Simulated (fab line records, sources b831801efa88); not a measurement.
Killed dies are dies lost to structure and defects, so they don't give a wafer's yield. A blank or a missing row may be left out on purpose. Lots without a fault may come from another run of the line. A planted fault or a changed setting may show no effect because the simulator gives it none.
Chamber matching | flow sky130 | SKY_POLY_GATE_ETCH_17 on rie_si-01: 4 sister chambers
The step etches poly-Si in HBr/Cl2, stops on SiO2, target depth 180 nm, time 70.5 s. 4 wafers are shown with their chamber, then 6 later ones without.

WAFERS WITH THEIR CHAMBER
wafer  | chamber | drypump_motor_current_A (A)
L918.5 | 2       | 5.8
L918.6 | 3       | 5.6
L925.1 | 0       | 4.9
L925.4 | 1       | 5.6

WAFERS WITHOUT THEIR CHAMBER
wafer  | drypump_motor_current_A (A)
L931.1 | 4.9
L931.2 | 5.6
L931.6 | 5.6
L933.1 | 5.7
L933.4 | 4.9
L933.6 | 5.9

WHICH CHAMBER EACH WENT THROUGH
wafer  | from the rows above          | in truth
L931.1 | 0                            | 0
L931.2 | can't be placed: 1 or 3      | 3
L931.6 | can't be placed: 1 or 3      | 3
L933.1 | can't be placed: 2 or 1 or 3 | 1
L933.4 | 0                            | 0
L933.6 | 2                            | 2
Placed correctly: 3 of 6. Can't be placed from these rows: 3 (the true chamber is among the candidates in 3). Placed wrongly: 0.
How it was worked out, from the rows above alone: a wafer's distance from a chamber is the root of the sum, over the readings, of the square of ((its reading less the chamber's mean) divided by the reading's scatter). The wafer belongs to the nearest chamber; if the next one is less than 2 further off, it can't be placed. A chamber's mean is the mean of its shown wafers. The scatter: with one shown wafer a chamber, the root of the mean of the squares of how far each hidden wafer lies from its nearest shown one.
